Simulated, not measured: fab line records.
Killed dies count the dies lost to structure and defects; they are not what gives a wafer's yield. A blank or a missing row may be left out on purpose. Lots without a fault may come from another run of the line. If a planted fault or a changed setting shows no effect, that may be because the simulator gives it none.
Which tool is to blame? -- flow sky130 -- 39 wafers from 13 lots sampled at 5 of the route's 708 steps

## WHAT THE GAUGES SHOWED, per wafer
SKY_VT_ADJUST_LVTN_OVL_MEAS_07.
lot,measured,on,VT_ADJUST_LVTN_OVL (nm)
L253,day 7 03:16,overlay-01,1.5 1.1 2.6
L254,day 7 10:15,overlay-02,-2.3 -0.5 -0.1
L255,day 7 17:51,overlay-01,-1.1 1.8 0.2
L256,day 8 02:31,overlay-02,0.0 0.2 2.8
L257,day 8 09:34,overlay-02,1.4 1.2 0.3
L261,day 9 09:18,overlay-01,0.0 3.1 2.4
L262,day 9 13:53,overlay-02,2.0 2.4 2.8
L266,day 11 17:04,overlay-01,2.2 1.3 0.4
L264,day 11 18:01,overlay-02,-0.1 1.5 2.7
L265,day 11 20:28,overlay-01,1.9 1.9 3.5
L272,day 12 14:06,overlay-02,1.4 -0.3 0.9
L273,day 13 00:48,overlay-01,0.0 -0.5 1.0
L274,day 13 05:55,overlay-02,3.9 2.6 2.8

SKY_VT_ADJUST_LVTN_OVL_MEAS_18.
lot,measured,on,VT_ADJUST_LVTN_01_OVL (nm)
L253,day 7 23:07,overlay-02,1.8 -0.5 0.3
L254,day 8 06:23,overlay-01,0.8 -0.7 -1.6
L255,day 8 14:09,overlay-02,2.4 0.5 0.3
L256,day 8 23:49,overlay-01,-0.3 2.1 0.1
L257,day 9 05:52,overlay-02,-0.4 0.3 1.3
L261,day 10 07:29,overlay-01,2.5 2.4 1.6
L262,day 10 12:41,overlay-02,-0.9 1.7 2.0
L266,day 12 17:11,overlay-02,0.5 2.0 0.2
L264,day 12 18:13,overlay-01,-0.1 0.1 -0.3
L265,day 12 20:31,overlay-02,2.5 -0.1 0.2
L272,day 13 15:29,overlay-01,2.0 -1.6 -0.6
L273,day 14 02:33,overlay-01,-2.2 -1.9 -3.3
L274,day 14 07:28,overlay-02,-0.1 0.1 0.7

SKY_VT_ADJUST_HVTR_OVL_MEAS_08.
lot,measured,on,VT_ADJUST_HVTR_OVL (nm)
L253,day 9 15:47,overlay-01,3.3 0.1 2.6
L254,day 10 01:31,overlay-01,1.0 1.6 2.7
L255,day 10 11:08,overlay-02,2.8 2.6 3.4
L256,day 10 19:46,overlay-02,2.5 3.7 1.8
L257,day 11 02:37,overlay-02,1.0 1.3 3.4
L261,day 12 05:49,overlay-02,-1.8 1.4 0.2
L262,day 12 12:40,overlay-02,2.3 3.3 3.2
L266,day 14 20:34,overlay-01,0.7 2.4 0.0
L264,day 14 20:52,overlay-02,3.0 3.4 2.2
L265,day 14 23:49,overlay-02,2.2 -0.2 2.7
L272,day 15 20:25,overlay-02,1.9 3.1 3.3
L273,day 16 07:55,overlay-02,2.4 2.9 0.4
L274,day 16 14:47,overlay-01,4.1 4.0 3.1

## WHAT TOOL EACH LOT RAN ON (gives the tool, then ch and the chambers of the sampled wafers, and finally the start)
lot,SKY_VT_ADJUST_NCORE_COAT_02,SKY_VT_ADJUST_NCORE_STRIP_10
L253,"lithoTrack-01 ch 0, day 8 09:14","plasmaAsher-02 ch 0,1, day 8 18:50"
L254,"lithoTrack-04 ch 0, day 8 16:02","plasmaAsher-03 ch 0,1, day 9 03:42"
L255,"lithoTrack-03 ch 0, day 9 01:25","plasmaAsher-03 ch 0,1, day 9 12:11"
L256,"lithoTrack-04 ch 0, day 9 09:58","plasmaAsher-04 ch 0,1, day 9 21:43"
L257,"lithoTrack-04 ch 0, day 9 15:41","plasmaAsher-04 ch 0,1, day 10 03:52"
L261,"lithoTrack-04 ch 0, day 10 18:02","plasmaAsher-02 ch 0,1, day 11 06:19"
L262,"lithoTrack-03 ch 0, day 11 00:31","plasmaAsher-03 ch 0,1, day 11 12:17"
L266,"lithoTrack-03 ch 0, day 13 05:55","plasmaAsher-04 ch 0,1, day 13 18:51"
L264,"lithoTrack-04 ch 0, day 13 06:41","plasmaAsher-02 ch 0,1, day 13 19:19"
L265,"lithoTrack-03 ch 0, day 13 09:17","plasmaAsher-04 ch 1, day 13 22:33"
L272,"lithoTrack-04 ch 0, day 14 04:05","plasmaAsher-02 ch 0,1, day 14 16:40"
L273,"lithoTrack-01 ch 0, day 14 14:27","plasmaAsher-03 ch 0,1, day 15 03:56"
L274,"lithoTrack-04 ch 0, day 14 20:16","plasmaAsher-02 ch 0,1, day 15 10:50"
- SKY_VT_ADJUST_NCORE_COAT_02: resist thk 1140 nm.
- SKY_VT_ADJUST_NCORE_STRIP_10: strips in O2/N2.

## WHAT THE TOOLS THEMSELVES READ (means of the sampled wafers that have a number; where no wafer has one, the mark that the record gives instead)
SKY_VT_ADJUST_NCORE_COAT_02.
lot,tool,resistLineTempC (C)
L253,lithoTrack-01,22.98
L254,lithoTrack-04,22.83
L255,lithoTrack-03,22.89
L256,lithoTrack-04,23.02
L257,lithoTrack-04,22.90
L261,lithoTrack-04,23.07
L262,lithoTrack-03,23.02
L266,lithoTrack-03,22.98
L264,lithoTrack-04,22.97
L265,lithoTrack-03,23.05
L272,lithoTrack-04,23.01
L273,lithoTrack-01,22.90
L274,lithoTrack-04,23.10

SKY_VT_ADJUST_NCORE_STRIP_10.
lot,tool,drypumpMotorCurrentA (A),o2FlowSccm (sccm),oesProductAu (a.u.),stripTimeToEndpointS (s)
L253,plasmaAsher-02,6.1,3001,0.711,14.19
L254,plasmaAsher-03,6.1,3001,0.718,14.25
L255,plasmaAsher-03,5.9,3003,0.716,14.18
L256,plasmaAsher-04,6.2,3003,0.719,14.18
L257,plasmaAsher-04,5.7,2995,0.718,14.17
L261,plasmaAsher-02,6.1,2996,0.711,14.21
L262,plasmaAsher-03,6.1,3000,0.716,14.22
L266,plasmaAsher-04,5.7,2993,0.718,14.62
L264,plasmaAsher-02,6.1,2994,0.717,14.18
L265,plasmaAsher-04,6.7,2998,0.717,14.65
L272,plasmaAsher-02,6.1,2992,0.715,14.20
L273,plasmaAsher-03,5.9,2995,0.717,14.17
L274,plasmaAsher-02,6.1,2995,0.718,14.20

## THE ANSWER, worked out from the rows above alone
Rule: what is usual is taken from the lots themselves. Put in order of their means at a reading, lots are off if they are a third of the lots or fewer, leave a main group of 4 or more, and stand apart from it by a gap of 3 or more times the standard deviation of the main group's means; of several such gaps the widest counts. A main group is skipped when, at the precision printed for the reading in the tables above, its means are all equal. A lot without any number at a reading at which 4 lots or more have one is off too. All remaining lots with rows at the step are treated as sound. The gauges are gone through in route order, then the tools' own readings, and for those a lot's mean is taken as printed above. At the first step where some lot is off, the reading lying furthest off is the one used; lots without a number count as furthest.
Off, at SKY_VT_ADJUST_NCORE_STRIP_10 on stripTimeToEndpointS: L266, L265. Main group: mean 14.20 s, sd 0.023.
A tool fits if, at that step or a process step before it, it ran every lot that is off, and no sound lot after the first of them. Undecided on this evidence; 2 tools fit (lithoTrack-03 at SKY_VT_ADJUST_NCORE_COAT_02, plasmaAsher-04 at SKY_VT_ADJUST_NCORE_STRIP_10).

## WHAT THE SIMULATOR HAD PUT IN
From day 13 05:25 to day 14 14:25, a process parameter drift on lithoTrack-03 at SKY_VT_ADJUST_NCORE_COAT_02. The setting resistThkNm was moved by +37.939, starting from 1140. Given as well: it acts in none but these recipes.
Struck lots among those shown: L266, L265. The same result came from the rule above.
